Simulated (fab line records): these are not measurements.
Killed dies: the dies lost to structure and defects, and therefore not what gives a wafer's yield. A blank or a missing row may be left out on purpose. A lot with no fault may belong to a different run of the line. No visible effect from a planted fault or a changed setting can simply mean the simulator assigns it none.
A single fault, viewed from 2 desks :: flow gf180mcu :: what lay behind the numbers comes last; until then each desk has only its own

THE TOOL OWNER'S DESK: pecvd-04
The tool's own readings at GF_SAB_CVD_00 (deposits SiO2 from TEOS, target thk 50 nm, time 4.9302 s): means of the sampled wafers that have a number, for each lot that ran on this tool. A lot is out of limits, marked OUT, if its mean lies more than 4 standard deviations from the usual mean; the brackets give that distance.
Columns: A = heaterPowerW at GF_SAB_CVD_00, usual 620 W
lot: L469
first seen here: day 16 06:01
A: 713

lot: L470
first seen here: day 16 12:43
A: 667

lot: L471
first seen here: day 17 03:05
A: 658

lot: L473
first seen here: day 17 17:35
A: 644

lot: L484
first seen here: day 21 12:38
A: 650
Finding of this desk: none of the 5 lots has anything out of limits.

THE METROLOGY DESK
Means of the sampled wafers that have a number, per lot and without regard to the tool the lot ran on: this is what the gauges read. A lot is out of limits, marked OUT, if its mean lies more than 4 standard deviations from the usual mean; the brackets give that distance.
Columns: A = VT_IMPLANT_3_TW at GF_VT_IMPLANT_TW_MEAS_32, usual 268.9; B = HV_LDD_01_OVL at GF_HV_LDD_OVL_MEAS_20, usual -0.7 nm; C = SAB_CVD_00_THK at GF_SAB_THK_MEAS_01, usual 50.0 nm; D = cdNm at GF_CONTACT_CD_MEAS_14, usual 219.9 nm
lot: L463
first seen here: day 6 20:48
A: 269.4
B: 0.0
C: 50.7
D: 219.8

lot: L464
first seen here: day 7 01:26
A: 268.5
B: -3.2
C: 49.4
D: 219.6

lot: L465
first seen here: day 7 09:19
A: 268.5
B: 1.3
C: 50.0
D: 219.3

lot: L469
first seen here: day 8 10:21
A: 266.9
B: -2.1
C: 49.4
D: 220.7

lot: L470
first seen here: day 8 17:16
A: 271.9
B: -1.5
C: 49.8
D: 220.6

lot: L471
first seen here: day 9 02:28
A: 267.3
B: -1.8
C: 54.2 (+6.7) OUT
D: 220.6

lot: L472
first seen here: day 9 07:39
A: 270.1
B: -1.9
C: 50.6
D: 217.3

lot: L473
first seen here: day 9 15:01
A: 269.8
B: 0.2
C: 58.4 (+14) OUT
D: 221.6

lot: L474
first seen here: day 10 04:11
A: 268.7
B: 0.9
C: 50.5
D: 220.6

lot: L480
first seen here: day 11 11:07
A: 267.9
B: 0.4
C: 50.6
D: 219.8

lot: L481
first seen here: day 11 20:50
A: 268.0
B: -0.2
C: 50.3
D: 218.2

lot: L483
first seen here: day 12 07:24
A: 267.5
B: -0.2
C: 50.0
D: 220.2

lot: L484
first seen here: day 12 12:48
A: 271.2
B: -0.7
C: 49.7
D: 218.6

lot: L486
first seen here: day 13 01:57
A: 268.4
B: -1.1
C: 49.5
D: 222.3
This desk finds L471, L473 out of limits, with the earliest case on L471 at day 17 03:07 (SAB_CVD_00_THK at GF_SAB_THK_MEAS_01). In limits: L463, L464, L465, L469, L470, L472, L474, L480, L481, L483, L484, L486.

ALL TOGETHER
An alarm was possible from the metrology desk at day 17 03:07, on L471, L473.
The desk of the tool owner found nothing out of limits.
The tool owner's desk has L471, L473 on record, within its limits.
All the named lots went through GF_SAB_CVD_00 on pecvd-04.

WHAT THE SIMULATOR PUT IN
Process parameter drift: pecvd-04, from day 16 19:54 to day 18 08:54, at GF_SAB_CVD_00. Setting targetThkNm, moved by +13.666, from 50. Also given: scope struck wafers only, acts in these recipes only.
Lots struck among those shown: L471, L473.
Delay in hours, fault start to first out-of-limits reading, per desk: metrology desk 7.
